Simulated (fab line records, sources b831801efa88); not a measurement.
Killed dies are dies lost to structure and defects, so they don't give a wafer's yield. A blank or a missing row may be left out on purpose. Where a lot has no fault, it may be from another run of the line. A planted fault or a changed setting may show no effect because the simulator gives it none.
8D (eight disciplines) problem report, filled in by code | flow gf180mcu | the parts of the form that need people (team, actions taken, sign-off) are left out

## 1. THE PROBLEM
STI_CVD_23_THK at GF_STI_THK_MEAS_24 reads a mean of 710 nm on 4 wafers of 3 lots; wafers without a fault read 649 nm with a standard deviation of 7.7. Relative to the usual mean, that is a shift of +7.9 standard deviations.
Seen first at day 4 00:06 on film_metro-01, wafer L777.2. The record has a number at this step for 37 wafers belonging to 13 lots. By rule, "out" or "out of limits" means more than 4 standard deviations away from the usual mean. The rest of the wafers with a number are treated as sound.

## 2. WHAT IT IS AND WHAT IT IS NOT
question                    | is                             | is not
which readings at this step | STI_CVD_23_THK                 | -
which lots                  | L777, L779, L780               | L769, L770, L772, L783, L784, L786, L787, L789, L790, L791
which wafers of those lots  | L777.2, L777.3, L779.2, L780.3 | L779.1, L779.6, L780.6
read on which gauges        | film_metro-01                  | film_metro-03, film_metro-04
when                        | from day 4 00:06               | up to then (9 sound wafers); but 24 sound wafers of L779, L780, L783, L784, L786, L787, L789, L790, L791 came after

## 3. THE SUSPECTS, EACH WITH WHAT RULES IT OUT
Counting: a tool at a process step up to the reading stays a suspect if it ran every lot that is out. Sound lots after the first of them don't rule it out here, since some wafers of a struck lot are sound.
- the gauge at GF_STI_THK_MEAS_24: kept. All the wafers that are out were read on film_metro-01, and no step on other tools shows them out.
- hdpcvd-02 at GF_STI_CVD_23 (deposits SiO2, target thk 650 nm, time 108.3 s): kept. Every lot that is out went through it, the first being L777 (day 4 00:01); the last sound lot it ran before that was L769 (day 2 03:42).
Left after counting: hdpcvd-02 at GF_STI_CVD_23, film_metro-01 at GF_STI_THK_MEAS_24.

## 4. THE CAUSE (what the simulator had put in)
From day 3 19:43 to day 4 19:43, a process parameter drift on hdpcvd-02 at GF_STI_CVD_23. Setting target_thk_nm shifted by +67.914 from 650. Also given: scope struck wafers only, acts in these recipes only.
Counting left 2 suspects, and this tool is among them.

## 5. THE CHAIN OF EFFECTS, in route order
One row per reading whose mean, taken over the struck wafers that have a number, lies over 3 standard deviations from the usual. Only readings for which the record gives a usual standard deviation are gone through. hours: the time from each lot's start at the first step in this table that gives one to its start at this step, as a median over the lots. sigmas: the change in usual standard deviations.
hours | step               | reading        | usual  | on struck wafers | change | sigmas
0     | GF_STI_THK_MEAS_24 | STI_CVD_23_THK | 649 nm | 710              | +61    | +7.9
Later steps that measure or inspect, where all struck wafers having a row at the step show a number for every such reading and not one has moved that far: GF_VT_IMPLANT_TW_MEAS_10, GF_HV_LDD_TW_MEAS_38.

## 6. HOW IT WOULD HAVE BEEN CAUGHT EARLIER
Counted from the fault's start at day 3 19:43, it took 4 hours until the first out-of-limits reading at a measuring or inspecting step in this record, taken at day 4 00:06.
Among the 3 lots that are out, L779, L780 began GF_STI_CVD_23 on hdpcvd-02 after day 4 00:06. A hold on the tool at that time would have spared those 2.
